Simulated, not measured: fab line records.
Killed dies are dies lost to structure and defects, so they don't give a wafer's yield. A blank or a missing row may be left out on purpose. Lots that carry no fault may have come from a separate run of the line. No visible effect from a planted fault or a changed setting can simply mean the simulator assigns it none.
The tool behind it: which one?    flow sky130    14 lots with 42 wafers sampled at 3 steps, on a route of 708 steps

WHAT EACH GAUGE READ, for each wafer
The record holds no reading of a measuring or inspecting step that can be judged against a usual standard deviation.

WHAT TOOL EACH LOT RAN ON (gives the tool, then ch and the chambers of the sampled wafers, and finally the start)
lot   SKY_CONTACT_CMP_04             SKY_VIA1_PEB_10                    SKY_VIA1_STRIP_16
L943  cmp-01 ch 0,2,3, day 30 03:27  litho-track-03 ch 0, day 33 17:00  plasma-asher-03 ch 0,1, day 33 17:46
L944  cmp-01 ch 2,3, day 30 18:37    litho-track-01 ch 0, day 34 06:00  plasma-asher-02 ch 0,1, day 34 07:16
L945  cmp-01 ch 1,2,3, day 30 22:52  litho-track-01 ch 0, day 34 10:00  plasma-asher-01 ch 0,1, day 34 10:47
L947  cmp-02 ch 0,1, day 31 19:44    litho-track-03, day 35 06:00       plasma-asher-02 ch 0, day 35 07:16
L949  cmp-01 ch 2,3, day 32 10:12    litho-track-03, day 35 21:00       plasma-asher-02 ch 0,1, day 35 21:51
L948  cmp-02 ch 1,2,3, day 32 20:21  litho-track-04 ch 0, day 36 07:00  plasma-asher-03 ch 0,1, day 36 08:12
L956  cmp-02 ch 0,1,3, day 34 17:48  litho-track-03 ch 0, day 38 02:00  plasma-asher-02 ch 0, day 38 02:46
L957  cmp-01 ch 0,1,2, day 35 04:35  litho-track-03 ch 0, day 38 14:00  plasma-asher-03 ch 0,1, day 38 15:04
L958  cmp-01 ch 0,2,3, day 35 11:07  litho-track-01 ch 0, day 38 21:00  plasma-asher-01 ch 0,1, day 38 22:02
L960  cmp-02 ch 0,2, day 36 01:47    litho-track-01 ch 0, day 39 10:00  plasma-asher-02 ch 0, day 39 10:35
L961  cmp-02 ch 1,2, day 36 11:24    litho-track-03 ch 0, day 39 18:00  plasma-asher-03 ch 0,1, day 39 19:16
L964  cmp-01 ch 0,2,3, day 37 08:54  litho-track-03 ch 0, day 40 15:00  plasma-asher-02 ch 0,1, day 40 16:07
L965  cmp-01 ch 0,1,3, day 37 10:28  litho-track-03 ch 0, day 40 17:00  plasma-asher-03 ch 0,1, day 40 17:43
L966  cmp-02 ch 0,1,2, day 37 15:32  litho-track-04 ch 0, day 40 22:00  plasma-asher-03 ch 0,1, day 40 22:37
- SKY_CONTACT_CMP_04: polishes SiO2.
- SKY_VIA1_PEB_10
- SKY_VIA1_STRIP_16: strips in O2/N2.

AS READ BY THE TOOLS THEMSELVES (means over the sampled wafers that have a number; for cases with no such wafer, the mark the record gives instead)
SKY_CONTACT_CMP_04.
lot   tool    motor-current-A (A)  time-to-endpoint-s (s)
L943  cmp-01  11.6                 81
L944  cmp-01  12.7                 80
L945  cmp-01  12.3                 83
L947  cmp-02  11.2                 82
L949  cmp-01  12.6                 83
L948  cmp-02  11.0                 86
L956  cmp-02  11.4                 82
L957  cmp-01  11.6                 81
L958  cmp-01  11.6                 84
L960  cmp-02  10.9                 88
L961  cmp-02  10.8                 84
L964  cmp-01  11.5                 79
L965  cmp-01  12.6                 83
L966  cmp-02  10.8                 84

SKY_VIA1_PEB_10.
lot   tool            exhaust-pa (Pa)
L943  litho-track-03  45.0
L944  litho-track-01  45.5
L945  litho-track-01  45.8
L947  litho-track-03  -
L949  litho-track-03  -
L948  litho-track-04  45.3
L956  litho-track-03  45.5
L957  litho-track-03  45.3
L958  litho-track-01  46.0
L960  litho-track-01  44.3
L961  litho-track-03  44.8
L964  litho-track-03  44.1
L965  litho-track-03  45.3
L966  litho-track-04  44.0

SKY_VIA1_STRIP_16.
lot   tool             drypump-motor-current-A (A)  oes-product-au (a.u.)  strip-time-to-endpoint-s (s)
L943  plasma-asher-03  6.0                          0.416                  4.475
L944  plasma-asher-02  6.0                          0.413                  4.428
L945  plasma-asher-01  4.9                          0.416                  4.465
L947  plasma-asher-02  5.8                          0.418                  4.477
L949  plasma-asher-02  6.2                          0.415                  4.460
L948  plasma-asher-03  6.0                          0.413                  4.452
L956  plasma-asher-02  5.8                          0.416                  4.448
L957  plasma-asher-03  6.0                          0.413                  4.466
L958  plasma-asher-01  4.9                          0.416                  4.443
L960  plasma-asher-02  5.8                          0.414                  4.438
L961  plasma-asher-03  6.0                          0.420                  4.448
L964  plasma-asher-02  6.0                          0.416                  4.466
L965  plasma-asher-03  6.0                          0.416                  4.466
L966  plasma-asher-03  6.0                          0.417                  4.451

THE ANSWER, worked out from the rows above alone
Rule: usual is defined by the lots themselves. The widest of any qualifying gaps counts: lots, ordered by their means at a reading, are off when they make up no more than a third of the lots, leave a main group of 4 or more, and stand apart from it by 3 or more times the standard deviation of that group's means. A main group is skipped when, at the precision printed for the reading in the tables above, its means are all equal. Also off: a lot with no number at a reading for which 4 or more lots have one. The other lots that the step has rows for count as sound. After the gauges, taken in route order, come the tools' own readings; for these a lot's mean is taken, as printed above. At the first step where some lot is off, the reading lying furthest off is the one used; lots without a number count as furthest.
Off, at SKY_VIA1_PEB_10 on exhaust-pa: L947, L949. Without a number there: L947, L949. The main group has a mean of 45.1 Pa with a standard deviation of 0.62.
A tool fits if, at that step or a process step before it, it ran every lot that is off, and no sound lot after the first of them. No candidate that was tried fits.

WHAT WAS PUT IN BY THE SIMULATOR
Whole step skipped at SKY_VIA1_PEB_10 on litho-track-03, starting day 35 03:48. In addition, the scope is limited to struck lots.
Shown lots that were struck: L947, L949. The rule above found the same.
